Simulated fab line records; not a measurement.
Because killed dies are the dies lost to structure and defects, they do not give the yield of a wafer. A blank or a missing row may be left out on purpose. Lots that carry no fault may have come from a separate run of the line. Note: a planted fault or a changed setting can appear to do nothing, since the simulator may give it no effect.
fab line records :: flow gf180mcu
record:
  lots: 13
  wafers: 39
  last_day: 35
route steps=602 shown M2@366 V2@403 V4@494 V5@543
lots untouched by any fault: they come from a run of this same line in which no faults occurred
start_h: start of the lot's first displayed wafer, in hours after the record's first day :: wait_h: how many hours have passed since the lot's step before this one :: " unchanged from the row above :: L1.1+2: several wafers, shown together as one row :: - no value present, or no start provided :: * or withheld: withheld :: < > ~ a bound
route shown NAME@n: names a module that has steps shown in the file, with the first one's number in the route :: usual: mean/standard deviation of fault-free wafers :: same: alike in all rows :: chamber/n: place in a boat :: sites: the reading at each site :: _std_site: the standard deviation of these :: _edge_site: inner sites' mean taken away from outer sites' mean :: radius_mm: for every site, how far away it sits from the centre of the wafer :: mask NAME#n: copy n :: behind: tool/chamber where the wafer was last shaped :: hold: reason for holding the lot/hours on hold/outcome of the hold :: device: the transistor (n, p or np) that didn't switch :: end of line: the route-end tests of the same wafers :: for a step that has no rows: nothing shown but its recipe :: killed: count of dies lost to structure and defects at first sort (not the wafer's yield) :: map: a wafer's dies, marking killed ones x, the rest . and places with no die _
set.NAME: the run value of the setting; set.NAME@STEP: its run value at that earlier step :: model.NAME: the simulator's own value behind a step, which no gauge read
route steps across a sampled set of lots; one table per step, one row per wafer
services: the hour from which a tool's chamber was out of use, counted from the record's first day as start_h (under 0 if before that day), plus the number of hours and why
== steps ==
step: GF_M2_SPUTTER_04
recipe:
  material: TiN
  target_thk_nm: 50
  power_w: 6500
  time_s: 40.58
  chamber_pressure_pa: 0.4
usual:
  throttle_valve_pct: 30.0/0.77
lot.wafer: L362.1
tool: pvd_sputter-03
chamber: -
start_h: 412.26
wait_h: 0.0
throttle_valve_pct: 30.4

lot.wafer: L362.5
tool: pvd_sputter-03
chamber: -
start_h: 412.26
wait_h: 0.0
throttle_valve_pct: 30.5

lot.wafer: L362.6
tool: pvd_sputter-03
chamber: -
start_h: 412.26
wait_h: 0.0
throttle_valve_pct: 31.0

lot.wafer: L363.2
tool: pvd_sputter-02
chamber: -
start_h: 426.89
wait_h: 0.0
throttle_valve_pct: 30.0

lot.wafer: L363.4
tool: pvd_sputter-02
chamber: -
start_h: 426.89
wait_h: 0.0
throttle_valve_pct: 30.2

lot.wafer: L363.6
tool: pvd_sputter-02
chamber: -
start_h: 426.89
wait_h: 0.0
throttle_valve_pct: 29.9

lot.wafer: L364.2
tool: pvd_sputter-02
chamber: -
start_h: 437.05
wait_h: 0.0
throttle_valve_pct: 28.8

lot.wafer: L364.5
tool: pvd_sputter-02
chamber: -
start_h: 437.05
wait_h: 0.0
throttle_valve_pct: 30.4

lot.wafer: L364.6
tool: pvd_sputter-02
chamber: -
start_h: 437.05
wait_h: 0.0
throttle_valve_pct: 30.1

lot.wafer: L365.3
tool: pvd_sputter-03
chamber: -
start_h: 447.30
wait_h: 0.0
throttle_valve_pct: 29.1

lot.wafer: L365.5
tool: pvd_sputter-03
chamber: -
start_h: 447.30
wait_h: 0.0
throttle_valve_pct: 29.7

lot.wafer: L365.6
tool: pvd_sputter-03
chamber: -
start_h: 447.30
wait_h: 0.0
throttle_valve_pct: 30.7

lot.wafer: L366.2
tool: pvd_sputter-03
chamber: -
start_h: 454.45
wait_h: 0.0
throttle_valve_pct: 29.3

lot.wafer: L366.3
tool: pvd_sputter-03
chamber: -
start_h: 454.45
wait_h: 0.0
throttle_valve_pct: 28.7

lot.wafer: L366.4
tool: pvd_sputter-03
chamber: -
start_h: 454.45
wait_h: 0.0
throttle_valve_pct: 30.6

lot.wafer: L370.1
tool: pvd_sputter-02
chamber: -
start_h: 487.04
wait_h: 0.0
throttle_valve_pct: 30.5

lot.wafer: L370.4
tool: pvd_sputter-02
chamber: -
start_h: 487.04
wait_h: 0.0
throttle_valve_pct: 28.5

lot.wafer: L370.6
tool: pvd_sputter-02
chamber: -
start_h: 487.04
wait_h: 0.0
throttle_valve_pct: 30.1

lot.wafer: L371.2
tool: pvd_sputter-03
chamber: -
start_h: 498.82
wait_h: 0.0
throttle_valve_pct: 30.4

lot.wafer: L371.3
tool: pvd_sputter-03
chamber: -
start_h: 498.82
wait_h: 0.0
throttle_valve_pct: 29.3

lot.wafer: L371.6
tool: pvd_sputter-03
chamber: -
start_h: 498.82
wait_h: 0.0
throttle_valve_pct: 30.5

lot.wafer: L372.1
tool: pvd_sputter-03
chamber: -
start_h: 507.20
wait_h: 0.0
throttle_valve_pct: 29.4

lot.wafer: L372.5
tool: pvd_sputter-03
chamber: -
start_h: 507.20
wait_h: 0.0
throttle_valve_pct: 28.9

lot.wafer: L372.6
tool: pvd_sputter-03
chamber: -
start_h: 507.20
wait_h: 0.0
throttle_valve_pct: 30.6

lot.wafer: L373.1
tool: pvd_sputter-01
chamber: -
start_h: 525.17
wait_h: 0.0
throttle_valve_pct: 29.9

lot.wafer: L373.3
tool: pvd_sputter-01
chamber: -
start_h: 525.17
wait_h: 0.0
throttle_valve_pct: 31.0

lot.wafer: L373.6
tool: pvd_sputter-01
chamber: -
start_h: 525.17
wait_h: 0.0
throttle_valve_pct: 31.1

lot.wafer: L375.1
tool: pvd_sputter-02
chamber: -
start_h: 530.99
wait_h: 0.0
throttle_valve_pct: 28.8

lot.wafer: L375.2
tool: pvd_sputter-02
chamber: -
start_h: 530.99
wait_h: 0.0
throttle_valve_pct: 30.5

lot.wafer: L375.4
tool: pvd_sputter-02
chamber: -
start_h: 530.99
wait_h: 0.0
throttle_valve_pct: 30.0

lot.wafer: L377.2
tool: pvd_sputter-03
chamber: -
start_h: 550.38
wait_h: 0.0
throttle_valve_pct: 31.0

lot.wafer: L377.3
tool: pvd_sputter-03
chamber: -
start_h: 550.38
wait_h: 0.0
throttle_valve_pct: 30.4

lot.wafer: L377.5
tool: pvd_sputter-03
chamber: -
start_h: 550.38
wait_h: 0.0
throttle_valve_pct: 29.2

lot.wafer: L378.4
tool: pvd_sputter-03
chamber: -
start_h: 553.46
wait_h: 0.0
throttle_valve_pct: 30.8

lot.wafer: L378.5
tool: pvd_sputter-03
chamber: -
start_h: 553.46
wait_h: 0.0
throttle_valve_pct: 30.7

lot.wafer: L378.6
tool: pvd_sputter-03
chamber: -
start_h: 553.46
wait_h: 0.0
throttle_valve_pct: 29.4

lot.wafer: L385.3
tool: pvd_sputter-03
chamber: -
start_h: 607.86
wait_h: 0.0
throttle_valve_pct: 29.5

lot.wafer: L385.5
tool: pvd_sputter-03
chamber: -
start_h: 607.86
wait_h: 0.0
throttle_valve_pct: 29.2

lot.wafer: L385.6
tool: pvd_sputter-03
chamber: -
start_h: 607.86
wait_h: 0.0
throttle_valve_pct: 28.9
step: GF_V2_SPUTTER_21
recipe:
  material: Ti
  target_thk_nm: 15
  chamber_pressure_pa: 5
  power_w: 2500
  substrate_temp_c: 200
  time_s: 80.02
usual:
  throttle_valve_pct: 30.1/0.92
lot.wafer: L362.1
tool: pvd_sputter-02
chamber: -
start_h: 463.56
wait_h: 0.0
throttle_valve_pct: 30.4

lot.wafer: L362.5
tool: pvd_sputter-02
chamber: -
start_h: 463.56
wait_h: 0.0
throttle_valve_pct: 29.9

lot.wafer: L362.6
tool: pvd_sputter-02
chamber: -
start_h: 463.56
wait_h: 0.0
throttle_valve_pct: 29.8

lot.wafer: L363.2
tool: pvd_sputter-02
chamber: -
start_h: 478.90
wait_h: 0.0
throttle_valve_pct: 30.0

lot.wafer: L363.4
tool: pvd_sputter-02
chamber: -
start_h: 478.90
wait_h: 0.0
throttle_valve_pct: 28.7

lot.wafer: L363.6
tool: pvd_sputter-02
chamber: -
start_h: 478.90
wait_h: 0.0
throttle_valve_pct: 30.0

lot.wafer: L364.2
tool: pvd_sputter-01
chamber: -
start_h: 487.99
wait_h: 0.0
throttle_valve_pct: 30.7

lot.wafer: L364.5
tool: pvd_sputter-01
chamber: -
start_h: 487.99
wait_h: 0.0
throttle_valve_pct: 30.8

lot.wafer: L364.6
tool: pvd_sputter-01
chamber: -
start_h: 487.99
wait_h: 0.0
throttle_valve_pct: 29.9

lot.wafer: L365.3
tool: pvd_sputter-04
chamber: -
start_h: 497.03
wait_h: 0.0
throttle_valve_pct: 29.7

lot.wafer: L365.5
tool: pvd_sputter-04
chamber: -
start_h: 497.03
wait_h: 0.0
throttle_valve_pct: 28.9

lot.wafer: L365.6
tool: pvd_sputter-04
chamber: -
start_h: 497.03
wait_h: 0.0
throttle_valve_pct: 32.0

lot.wafer: L366.2
tool: pvd_sputter-01
chamber: -
start_h: 505.03
wait_h: 0.0
throttle_valve_pct: 31.2

lot.wafer: L366.3
tool: pvd_sputter-01
chamber: -
start_h: 505.03
wait_h: 0.0
throttle_valve_pct: 29.7

lot.wafer: L366.4
tool: pvd_sputter-01
chamber: -
start_h: 505.03
wait_h: 0.0
throttle_valve_pct: 30.0

lot.wafer: L370.1
tool: pvd_sputter-01
chamber: -
start_h: 536.41
wait_h: 0.0
throttle_valve_pct: 30.1

lot.wafer: L370.4
tool: pvd_sputter-01
chamber: -
start_h: 536.41
wait_h: 0.0
throttle_valve_pct: 31.0

lot.wafer: L370.6
tool: pvd_sputter-01
chamber: -
start_h: 536.41
wait_h: 0.0
throttle_valve_pct: 31.0

lot.wafer: L371.2
tool: pvd_sputter-04
chamber: -
start_h: 547.89
wait_h: 0.0
throttle_valve_pct: 29.3

lot.wafer: L371.3
tool: pvd_sputter-04
chamber: -
start_h: 547.89
wait_h: 0.0
throttle_valve_pct: 32.2

lot.wafer: L371.6
tool: pvd_sputter-04
chamber: -
start_h: 547.89
wait_h: 0.0
throttle_valve_pct: 29.5

lot.wafer: L372.1
tool: pvd_sputter-04
chamber: -
start_h: 554.68
wait_h: 0.0
throttle_valve_pct: 29.3

lot.wafer: L372.5
tool: pvd_sputter-04
chamber: -
start_h: 554.68
wait_h: 0.0
throttle_valve_pct: 31.9

lot.wafer: L372.6
tool: pvd_sputter-04
chamber: -
start_h: 554.68
wait_h: 0.0
throttle_valve_pct: 30.0

lot.wafer: L373.1
tool: pvd_sputter-04
chamber: -
start_h: 572.15
wait_h: 0.0
throttle_valve_pct: 29.4

lot.wafer: L373.3
tool: pvd_sputter-04
chamber: -
start_h: 572.15
wait_h: 0.0
throttle_valve_pct: 31.9

lot.wafer: L373.6
tool: pvd_sputter-04
chamber: -
start_h: 572.15
wait_h: 0.0
throttle_valve_pct: 28.7

lot.wafer: L375.1
tool: pvd_sputter-01
chamber: -
start_h: 577.38
wait_h: 0.0
throttle_valve_pct: 31.2

lot.wafer: L375.2
tool: pvd_sputter-01
chamber: -
start_h: 577.38
wait_h: 0.0
throttle_valve_pct: 29.7

lot.wafer: L375.4
tool: pvd_sputter-01
chamber: -
start_h: 577.38
wait_h: 0.0
throttle_valve_pct: 30.2

lot.wafer: L377.2
tool: pvd_sputter-04
chamber: -
start_h: 595.59
wait_h: 0.0
throttle_valve_pct: 28.7

lot.wafer: L377.3
tool: pvd_sputter-04
chamber: -
start_h: 595.59
wait_h: 0.0
throttle_valve_pct: 29.9

lot.wafer: L377.5
tool: pvd_sputter-04
chamber: -
start_h: 595.59
wait_h: 0.0
throttle_valve_pct: 28.6

lot.wafer: L378.4
tool: pvd_sputter-02
chamber: -
start_h: 598.44
wait_h: 0.0
throttle_valve_pct: 30.2

lot.wafer: L378.5
tool: pvd_sputter-02
chamber: -
start_h: 598.44
wait_h: 0.0
throttle_valve_pct: 30.6

lot.wafer: L378.6
tool: pvd_sputter-02
chamber: -
start_h: 598.44
wait_h: 0.0
throttle_valve_pct: 28.8

lot.wafer: L385.3
tool: pvd_sputter-02
chamber: -
start_h: 649.79
wait_h: 0.0
throttle_valve_pct: 30.5

lot.wafer: L385.5
tool: pvd_sputter-02
chamber: -
start_h: 649.79
wait_h: 0.0
throttle_valve_pct: 30.6

lot.wafer: L385.6
tool: pvd_sputter-02
chamber: -
start_h: 649.79
wait_h: 0.0
throttle_valve_pct: 30.3
step: GF_V4_STRIP_18
recipe:
  chemistry: O2/N2
  power_w: 1400
  pressure_mtorr: 1500
  platen_temp_c: 250
  o2_flow_sccm: 3000
  n2_flow_sccm: 300
  overash_fraction: 0.5
usual:
  drypump_motor_current_A: 5.8/0.36
  heater_power_w: 366/28
  oes_product_au: 0.593/0.0049
  overash_fraction: 0.5/0
lot.wafer: L362.1
tool: plasma_asher-01
chamber: 1
start_h: 562.16
wait_h: -
drypump_motor_current_A: 6.3
heater_power_w: 319
oes_product_au: 0.593
overash_fraction: 0.5
rf_hours_counter_h: 85

lot.wafer: L362.5
tool: plasma_asher-01
chamber: 0
start_h: 562.16
wait_h: -
drypump_motor_current_A: 5.1
heater_power_w: 343
oes_product_au: 0.586
overash_fraction: 0.5
rf_hours_counter_h: -

lot.wafer: L362.6
tool: plasma_asher-01
chamber: 1
start_h: 562.16
wait_h: -
drypump_motor_current_A: 6.3
heater_power_w: 320
oes_product_au: 0.594
overash_fraction: 0.5
rf_hours_counter_h: -

lot.wafer: L363.2
tool: plasma_asher-02
chamber: 1
start_h: 575.20
wait_h: -
drypump_motor_current_A: 5.9
heater_power_w: 384
oes_product_au: 0.586
overash_fraction: 0.5
rf_hours_counter_h: 42

lot.wafer: L363.4
tool: plasma_asher-02
chamber: 1
start_h: 575.20
wait_h: -
drypump_motor_current_A: 5.9
heater_power_w: 384
oes_product_au: 0.593
overash_fraction: 0.5
rf_hours_counter_h: -

lot.wafer: L363.6
tool: plasma_asher-02
chamber: 0
start_h: 575.20
wait_h: -
drypump_motor_current_A: 5.8
heater_power_w: 384
oes_product_au: 0.593
overash_fraction: 0.5
rf_hours_counter_h: -

lot.wafer: L364.2
tool: plasma_asher-04
chamber: 1
start_h: 584.16
wait_h: -
drypump_motor_current_A: 5.5
heater_power_w: 373
oes_product_au: 0.594
overash_fraction: 0.5
rf_hours_counter_h: 98

lot.wafer: L364.5
tool: plasma_asher-04
chamber: 0
start_h: 584.16
wait_h: -
drypump_motor_current_A: 5.5
heater_power_w: 364
oes_product_au: 0.594
overash_fraction: 0.5
rf_hours_counter_h: -

lot.wafer: L364.6
tool: plasma_asher-04
chamber: 1
start_h: 584.16
wait_h: -
drypump_motor_current_A: 5.5
heater_power_w: 371
oes_product_au: 0.583
overash_fraction: 0.5
rf_hours_counter_h: -

lot.wafer: L365.3
tool: plasma_asher-01
chamber: 0
start_h: 592.58
wait_h: -
drypump_motor_current_A: 5.1
heater_power_w: 332
oes_product_au: 0.604
overash_fraction: 0.5
rf_hours_counter_h: -

lot.wafer: L365.5
tool: plasma_asher-01
chamber: 0
start_h: 592.58
wait_h: -
drypump_motor_current_A: 5.1
heater_power_w: 346
oes_product_au: 0.597
overash_fraction: 0.5
rf_hours_counter_h: -

lot.wafer: L365.6
tool: plasma_asher-01
chamber: 1
start_h: 592.58
wait_h: -
drypump_motor_current_A: 6.3
heater_power_w: 308
oes_product_au: 0.599
overash_fraction: 0.5
rf_hours_counter_h: -

lot.wafer: L366.2
tool: plasma_asher-01
chamber: 0
start_h: 599.16
wait_h: -
drypump_motor_current_A: 5.2
heater_power_w: 337
oes_product_au: 0.588
overash_fraction: 0.5
rf_hours_counter_h: 89

lot.wafer: L366.3
tool: plasma_asher-01
chamber: 0
start_h: 599.16
wait_h: -
drypump_motor_current_A: 5.2
heater_power_w: 348
oes_product_au: 0.590
overash_fraction: 0.5
rf_hours_counter_h: -

lot.wafer: L366.4
tool: plasma_asher-01
chamber: 1
start_h: 599.16
wait_h: -
drypump_motor_current_A: 6.3
heater_power_w: 319
oes_product_au: 0.592
overash_fraction: 0.5
rf_hours_counter_h: -

lot.wafer: L370.1
tool: plasma_asher-02
chamber: 1
start_h: 628.14
wait_h: -
drypump_motor_current_A: 5.9
heater_power_w: 383
oes_product_au: 0.596
overash_fraction: 0.5
rf_hours_counter_h: 45

lot.wafer: L370.4
tool: plasma_asher-02
chamber: 1
start_h: 628.14
wait_h: -
drypump_motor_current_A: 5.9
heater_power_w: 395
oes_product_au: 0.597
overash_fraction: 0.5
rf_hours_counter_h: -

lot.wafer: L370.6
tool: plasma_asher-02
chamber: 1
start_h: 628.14
wait_h: -
drypump_motor_current_A: 5.9
heater_power_w: 390
oes_product_au: 0.592
overash_fraction: 0.5
rf_hours_counter_h: -

lot.wafer: L371.2
tool: plasma_asher-04
chamber: 0
start_h: 638.24
wait_h: -
drypump_motor_current_A: 5.5
heater_power_w: 366
oes_product_au: 0.588
overash_fraction: 0.5
rf_hours_counter_h: 105

lot.wafer: L371.3
tool: plasma_asher-04
chamber: 1
start_h: 638.24
wait_h: -
drypump_motor_current_A: 5.6
heater_power_w: 376
oes_product_au: 0.592
overash_fraction: 0.5
rf_hours_counter_h: -

lot.wafer: L371.6
tool: plasma_asher-04
chamber: 1
start_h: 638.24
wait_h: -
drypump_motor_current_A: 5.6
heater_power_w: 376
oes_product_au: 0.586
overash_fraction: 0.5
rf_hours_counter_h: -

lot.wafer: L372.1
tool: plasma_asher-02
chamber: 0
start_h: 644.41
wait_h: -
drypump_motor_current_A: 5.8
heater_power_w: 389
oes_product_au: 0.600
overash_fraction: 0.5
rf_hours_counter_h: 47

lot.wafer: L372.5
tool: plasma_asher-02
chamber: 0
start_h: 644.41
wait_h: -
drypump_motor_current_A: 5.8
heater_power_w: 383
oes_product_au: 0.592
overash_fraction: 0.5
rf_hours_counter_h: -

lot.wafer: L372.6
tool: plasma_asher-02
chamber: 1
start_h: 644.41
wait_h: -
drypump_motor_current_A: 6.0
heater_power_w: 378
oes_product_au: 0.594
overash_fraction: 0.5
rf_hours_counter_h: -

lot.wafer: L373.1
tool: plasma_asher-02
chamber: 0
start_h: 659.65
wait_h: -
drypump_motor_current_A: 5.8
heater_power_w: 387
oes_product_au: 0.597
overash_fraction: 0.7
rf_hours_counter_h: 49

lot.wafer: L373.3
tool: plasma_asher-02
chamber: 0
start_h: 659.65
wait_h: -
drypump_motor_current_A: 5.8
heater_power_w: 404
oes_product_au: 0.590
overash_fraction: 0.7
rf_hours_counter_h: -

lot.wafer: L373.6
tool: plasma_asher-02
chamber: 1
start_h: 659.65
wait_h: -
drypump_motor_current_A: 6.0
heater_power_w: 377
oes_product_au: 0.592
overash_fraction: 0.7
rf_hours_counter_h: -

lot.wafer: L375.1
tool: plasma_asher-04
chamber: 1
start_h: 666.20
wait_h: -
drypump_motor_current_A: 5.6
heater_power_w: 373
oes_product_au: 0.588
overash_fraction: 0.5
rf_hours_counter_h: 108

lot.wafer: L375.2
tool: plasma_asher-04
chamber: 0
start_h: 666.20
wait_h: -
drypump_motor_current_A: 5.5
heater_power_w: 363
oes_product_au: 0.598
overash_fraction: 0.5
rf_hours_counter_h: 108

lot.wafer: L375.4
tool: plasma_asher-04
chamber: 0
start_h: 666.20
wait_h: -
drypump_motor_current_A: 5.5
heater_power_w: 376
oes_product_au: 0.580
overash_fraction: 0.5
rf_hours_counter_h: -

lot.wafer: L377.2
tool: plasma_asher-02
chamber: 0
start_h: 681.61
wait_h: -
drypump_motor_current_A: 5.8
heater_power_w: 383
oes_product_au: 0.596
overash_fraction: 0.7
rf_hours_counter_h: 51

lot.wafer: L377.3
tool: plasma_asher-02
chamber: 0
start_h: 681.61
wait_h: -
drypump_motor_current_A: 5.7
heater_power_w: 383
oes_product_au: 0.592
overash_fraction: 0.7
rf_hours_counter_h: -

lot.wafer: L377.5
tool: plasma_asher-02
chamber: 0
start_h: 681.61
wait_h: -
drypump_motor_current_A: 5.8
heater_power_w: 396
oes_product_au: 0.594
overash_fraction: 0.7
rf_hours_counter_h: -

lot.wafer: L378.4
tool: plasma_asher-01
chamber: 1
start_h: 685.33
wait_h: -
drypump_motor_current_A: 6.3
heater_power_w: 322
oes_product_au: 0.597
overash_fraction: 0.5
rf_hours_counter_h: -

lot.wafer: L378.5
tool: plasma_asher-01
chamber: 1
start_h: 685.33
wait_h: -
drypump_motor_current_A: 6.3
heater_power_w: 324
oes_product_au: 0.594
overash_fraction: 0.5
rf_hours_counter_h: -

lot.wafer: L378.6
tool: plasma_asher-01
chamber: 0
start_h: 685.33
wait_h: -
drypump_motor_current_A: 5.2
heater_power_w: 345
oes_product_au: 0.601
overash_fraction: 0.5
rf_hours_counter_h: -

lot.wafer: L385.3
tool: plasma_asher-01
chamber: 0
start_h: 730.68
wait_h: -
drypump_motor_current_A: 5.2
heater_power_w: 338
oes_product_au: 0.595
overash_fraction: 0.5
rf_hours_counter_h: -

lot.wafer: L385.5
tool: plasma_asher-01
chamber: 0
start_h: 730.68
wait_h: -
drypump_motor_current_A: 5.2
heater_power_w: 338
oes_product_au: 0.591
overash_fraction: 0.5
rf_hours_counter_h: -

lot.wafer: L385.6
tool: plasma_asher-01
chamber: 1
start_h: 730.68
wait_h: -
drypump_motor_current_A: 6.3
heater_power_w: 318
oes_product_au: 0.591
overash_fraction: 0.5
rf_hours_counter_h: -
step: GF_V5_THK_MEAS_03
recipe:
  reads: SiO2_of_V5_CVD_02
usual:
  V5_CVD_02_THK: 1450/19
lot.wafer: L362.1
tool: film_metro-02
chamber: -
start_h: 608.63
wait_h: 0.1
V5_CVD_02_THK[nm]: 1464

lot.wafer: L362.5
tool: film_metro-02
chamber: -
start_h: 608.63
wait_h: 0.1
V5_CVD_02_THK[nm]: 1471

lot.wafer: L362.6
tool: film_metro-02
chamber: -
start_h: 608.63
wait_h: 0.1
V5_CVD_02_THK[nm]: 1481

lot.wafer: L363.2
tool: film_metro-02
chamber: -
start_h: 620.82
wait_h: 0.1
V5_CVD_02_THK[nm]: 1446

lot.wafer: L363.4
tool: film_metro-02
chamber: -
start_h: 620.82
wait_h: 0.1
V5_CVD_02_THK[nm]: 1485

lot.wafer: L363.6
tool: film_metro-02
chamber: -
start_h: 620.82
wait_h: 0.1
V5_CVD_02_THK[nm]: 1461

lot.wafer: L364.2
tool: film_metro-02
chamber: -
start_h: 628.80
wait_h: 0.1
V5_CVD_02_THK[nm]: 1459

lot.wafer: L364.5
tool: film_metro-02
chamber: -
start_h: 628.80
wait_h: 0.1
V5_CVD_02_THK[nm]: 1447

lot.wafer: L364.6
tool: film_metro-02
chamber: -
start_h: 628.80
wait_h: 0.1
V5_CVD_02_THK[nm]: 1460

lot.wafer: L365.3
tool: film_metro-02
chamber: -
start_h: 637.31
wait_h: 0.1
V5_CVD_02_THK[nm]: 1421

lot.wafer: L365.5
tool: film_metro-02
chamber: -
start_h: 637.31
wait_h: 0.1
V5_CVD_02_THK[nm]: 1493

lot.wafer: L365.6
tool: film_metro-02
chamber: -
start_h: 637.31
wait_h: 0.1
V5_CVD_02_THK[nm]: 1464

lot.wafer: L366.2
tool: film_metro-04
chamber: -
start_h: 643.28
wait_h: 0.1
V5_CVD_02_THK[nm]: 1416

lot.wafer: L366.3
tool: film_metro-04
chamber: -
start_h: 643.28
wait_h: 0.1
V5_CVD_02_THK[nm]: 1453

lot.wafer: L366.4
tool: film_metro-04
chamber: -
start_h: 643.28
wait_h: 0.1
V5_CVD_02_THK[nm]: 1467

lot.wafer: L370.1
tool: film_metro-02
chamber: -
start_h: 669.91
wait_h: 0.1
V5_CVD_02_THK[nm]: 1440

lot.wafer: L370.4
tool: film_metro-02
chamber: -
start_h: 669.91
wait_h: 0.1
V5_CVD_02_THK[nm]: 1471

lot.wafer: L370.6
tool: film_metro-02
chamber: -
start_h: 669.91
wait_h: 0.1
V5_CVD_02_THK[nm]: 1475

lot.wafer: L371.2
tool: film_metro-02
chamber: -
start_h: 680.23
wait_h: 0.1
V5_CVD_02_THK[nm]: 1428

lot.wafer: L371.3
tool: film_metro-02
chamber: -
start_h: 680.23
wait_h: 0.1
V5_CVD_02_THK[nm]: 1442

lot.wafer: L371.6
tool: film_metro-02
chamber: -
start_h: 680.23
wait_h: 0.1
V5_CVD_02_THK[nm]: 1461

lot.wafer: L372.1
tool: film_metro-03
chamber: -
start_h: 685.95
wait_h: 0.1
V5_CVD_02_THK[nm]: 1443

lot.wafer: L372.5
tool: film_metro-03
chamber: -
start_h: 685.95
wait_h: 0.1
V5_CVD_02_THK[nm]: 1463

lot.wafer: L372.6
tool: film_metro-03
chamber: -
start_h: 685.95
wait_h: 0.1
V5_CVD_02_THK[nm]: 1440

lot.wafer: L373.1
tool: film_metro-02
chamber: -
start_h: 701.78
wait_h: 0.1
V5_CVD_02_THK[nm]: 1434

lot.wafer: L373.3
tool: film_metro-02
chamber: -
start_h: 701.78
wait_h: 0.1
V5_CVD_02_THK[nm]: 1401

lot.wafer: L373.6
tool: film_metro-02
chamber: -
start_h: 701.78
wait_h: 0.1
V5_CVD_02_THK[nm]: 1433

lot.wafer: L375.1
tool: film_metro-02
chamber: -
start_h: 707.20
wait_h: 0.1
V5_CVD_02_THK[nm]: 1430

lot.wafer: L375.2
tool: film_metro-02
chamber: -
start_h: 707.20
wait_h: 0.1
V5_CVD_02_THK[nm]: 1431

lot.wafer: L375.4
tool: film_metro-02
chamber: -
start_h: 707.20
wait_h: 0.1
V5_CVD_02_THK[nm]: 1478

lot.wafer: L377.2
tool: film_metro-03
chamber: -
start_h: 721.52
wait_h: 0.1
V5_CVD_02_THK[nm]: 1434

lot.wafer: L377.3
tool: film_metro-03
chamber: -
start_h: 721.52
wait_h: 0.1
V5_CVD_02_THK[nm]: 1428

lot.wafer: L377.5
tool: film_metro-03
chamber: -
start_h: 721.52
wait_h: 0.1
V5_CVD_02_THK[nm]: 1421

lot.wafer: L378.4
tool: film_metro-03
chamber: -
start_h: 725.28
wait_h: 0.0
V5_CVD_02_THK[nm]: 1443

lot.wafer: L378.5
tool: film_metro-03
chamber: -
start_h: 725.28
wait_h: 0.0
V5_CVD_02_THK[nm]: 1456

lot.wafer: L378.6
tool: film_metro-03
chamber: -
start_h: 725.28
wait_h: 0.0
V5_CVD_02_THK[nm]: 1462

lot.wafer: L385.3
tool: film_metro-03
chamber: -
start_h: 777.68
wait_h: 0.1
V5_CVD_02_THK[nm]: 1458

lot.wafer: L385.5
tool: film_metro-03
chamber: -
start_h: 777.68
wait_h: 0.1
V5_CVD_02_THK[nm]: 1467

lot.wafer: L385.6
tool: film_metro-03
chamber: -
start_h: 777.68
wait_h: 0.1
V5_CVD_02_THK[nm]: 1454
== services ==
tool: plasma_asher-02
chamber: -
start_h: 389.23
hours: 13.7
kind: repair

tool: pvd_sputter-01
chamber: -
start_h: 423.89
hours: 2.8
kind: repair

tool: pvd_sputter-01
chamber: -
start_h: 427.13
hours: 14.4
kind: repair

tool: plasma_asher-04
chamber: -
start_h: 438.40
hours: 11.9
kind: repair

tool: pvd_sputter-02
chamber: -
start_h: 439.40
hours: 1.9
kind: repair

tool: plasma_asher-02
chamber: -
start_h: 501.85
hours: 2.8
kind: pm

tool: pvd_sputter-02
chamber: -
start_h: 511.22
hours: 4.6
kind: repair

tool: pvd_sputter-02
chamber: -
start_h: 531.26
hours: 12.1
kind: repair

tool: plasma_asher-04
chamber: -
start_h: 535.79
hours: 3.1
kind: repair

tool: plasma_asher-02
chamber: -
start_h: 542.46
hours: 4.0
kind: repair

tool: pvd_sputter-03
chamber: -
start_h: 567.17
hours: 1.8
kind: repair

tool: pvd_sputter-02
chamber: -
start_h: 589.69
hours: 4.6
kind: repair

tool: plasma_asher-04
chamber: -
start_h: 594.65
hours: 1.2
kind: repair

tool: plasma_asher-02
chamber: -
start_h: 597.84
hours: 14.6
kind: pm

tool: plasma_asher-04
chamber: -
start_h: 622.79
hours: 0.3
kind: repair

tool: plasma_asher-02
chamber: -
start_h: 662.67
hours: 3.7
kind: repair

tool: pvd_sputter-03
chamber: -
start_h: 688.94
hours: 13.0
kind: repair

tool: plasma_asher-04
chamber: -
start_h: 713.26
hours: 1.5
kind: repair

tool: pvd_sputter-01
chamber: -
start_h: 723.88
hours: 5.3
kind: repair
== key ==
first_sign:
  step: GF_V4_STRIP_18
  reading: overash_fraction
  direction: up
  sigmas: 99+
  usual: 0.5
  struck: 0.7
effect none on later readings
met_at GF_V4_STRIP_18
struck_lots L373,L377
not_acting_at GF_M2_SPUTTER_04,GF_V2_SPUTTER_21,GF_V5_THK_MEAS_03
onset_between 644.41 659.65
fault:
  kind: process_parameter_drift
  tool: plasma_asher-02
  chamber: -
  onset_h: 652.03
  steps: GF_V4_STRIP_18
  channel: overash_fraction
  offset: 0.2
  shape: step
  end_h: 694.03
  acts_in: these_recipes_only
  stated: 0.5
